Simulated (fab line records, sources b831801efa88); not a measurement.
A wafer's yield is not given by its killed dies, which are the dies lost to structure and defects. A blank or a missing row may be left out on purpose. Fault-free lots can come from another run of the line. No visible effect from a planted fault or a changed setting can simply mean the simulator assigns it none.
Comparing a struck lot with a sound one    flow sky130    17 steps out of a route of 708
Sound: these wafers, L227.2, L227.5, L227.6. Struck: wafers L235.3, L235.5, L235.6. At the end, the cause is stated.
Each step with rows lists, per side, the tool, then ch with its chambers, then its first start. Under that, the readings that differ: sound wafers    struck wafers    difference of the means    sigmas: that difference in standard deviations of wafers without a fault.
alike: readings whose means differ by less than 2 such deviations, and words and numbers that are the same on both sides. not compared: withheld readings, readings that some wafer has no value for, bounds like >300 that may hide the same value, and numbers for which the record gives no deviation and whose values overlap.
The two part at a step that has a row with sigmas, a row that says differs or no value, or rows on one side only. When numbers do not overlap yet have no deviation, they are printed without sigmas and do not part them. A reading that every wafer of one side lacks parts them only if that side has two wafers or more.

first, 3 steps without rows for these wafers: SKY_VIA3_EXPOSE_09 (exposes mask VIM3, target cd 200 nm); SKY_VIA3_PEB_10; SKY_VIA3_DEVELOP_11 (develop time 60 s).
SKY_VIA3_CD_MEAS_12 targets a cd of 200 nm.
  struck on cd-sem-02, day 42 17:19; sound on cd-sem-02, day 40 08:17
  alike: cd-nm
SKY_VIA3_OVL_MEAS_13:
  struck on overlay-01, day 42 17:24; sound on overlay-01, day 40 08:24
  alike: VIA3_OVL
SKY_VIA3_ETCH_14: etches BARC in N2/H2, stops on SiO2, time 45.9 s, target depth 60 nm.
  sound on rie-diel-02 ch 0,1, day 40 08:26; struck on rie-diel-01 ch 0,1,2, day 42 17:26
  alike: drypump-motor-current-A, oes-product-au, throttle-valve-pct
  not compared: rf-hours-counter-h
SKY_VIA3_ETCH_15: etches SiO2 in C4F8/O2/Ar, stops on TiN, target depth 507 nm, time 78 s.
  sound on rie-diel-02 ch 0,1, day 40 08:28; struck on rie-diel-01 ch 0,1,2, day 42 17:28
  alike: oes-product-au
  not compared: rf-hours-counter-h
SKY_VIA3_STRIP_16: strips in O2/N2.
  sound on plasma-asher-02 ch 0,1, day 40 08:32; struck on plasma-asher-03 ch 0,1, day 42 17:34
  alike: drypump-motor-current-A, o2-flow-sccm, oes-product-au, strip-time-to-endpoint-s
  not compared: rf-hours-counter-h
then, 3 steps without rows for these wafers: SKY_VIA3_STRIP_17 (strips in post etch residue remover, time 1200 s); SKY_VIA3_CLEAN_18 (cleans in IPA, time 180 s); SKY_VIA3_CLEAN_19 (cleans in O3/DIW).
SKY_VIA3_SPUTTER_20: material TiN, target thk 20 nm, time 80 s.
  struck on pvd-sputter-03, day 42 18:09; sound on pvd-sputter-04, day 40 09:07
  alike: throttle-valve-pct
SKY_VIA3_CVD_21: deposits W, target thk 390 nm, time 117.31 s.
  sound on cvd-w-01 ch 0,1, day 40 09:11; struck on cvd-w-01 ch 0,1, day 42 18:15
reading                             sound              struck             difference  sigmas
chamber-pressure-Torr (Torr)        40.09 40.07 40.01  21.73 21.93 21.94  -18.19      -99 or more
model.W_of_VIA3_CVD_21.thk-nm (nm)  384.9 388.7 391    284.8 282.3 286.3  -103.7      
  alike: heater-power-w
SKY_VIA3_RS_MEAS_22: measures by four-point-probe.
  struck on film-metro-02, day 42 18:23; sound on film-metro-02, day 40 09:19
reading             sound              struck             difference  sigmas
VIA3_W_RS (ohm/sq)  0.297 0.294 0.292  0.403 0.406 0.401  +0.109      +32
SKY_VIA3_THK_MEAS_23: measures by xrf.
  struck on film-metro-02, day 42 18:29; sound on film-metro-02, day 40 09:26
reading          sound        struck       difference  sigmas
VIA3_W_THK (nm)  365 370 370  272 270 273  -97         -13
SKY_VIA3_CMP_24: polishes, stops on SiO2, t overpolish 20 s, target thk 0 nm.
  sound on cmp-02 ch 1,2, day 40 09:32; struck on cmp-01 ch 0,1,3, day 42 18:37
reading                 sound     struck    difference  sigmas
time-to-endpoint-s (s)  88 95 94  68 64 64  -27         -8
  alike: head-pressure-psi, motor-current-A, slurry-flow-ml-min
SKY_METAL4_SPUTTER_00: material Ti, target thk 15 nm, time 10 s.
  struck on pvd-sputter-04, day 42 18:49; sound on pvd-sputter-04, day 40 09:47
  alike: throttle-valve-pct

WHERE THEY PART
At SKY_VIA3_CVD_21 first; at SKY_VIA3_CMP_24 last (within this record only). Later steps at which nothing parts them and some readings are alike: SKY_METAL4_SPUTTER_00.

WHY: what the simulator had put in
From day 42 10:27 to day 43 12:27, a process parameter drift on cvd-w-01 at SKY_VIA3_CVD_21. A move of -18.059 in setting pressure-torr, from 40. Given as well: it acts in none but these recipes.
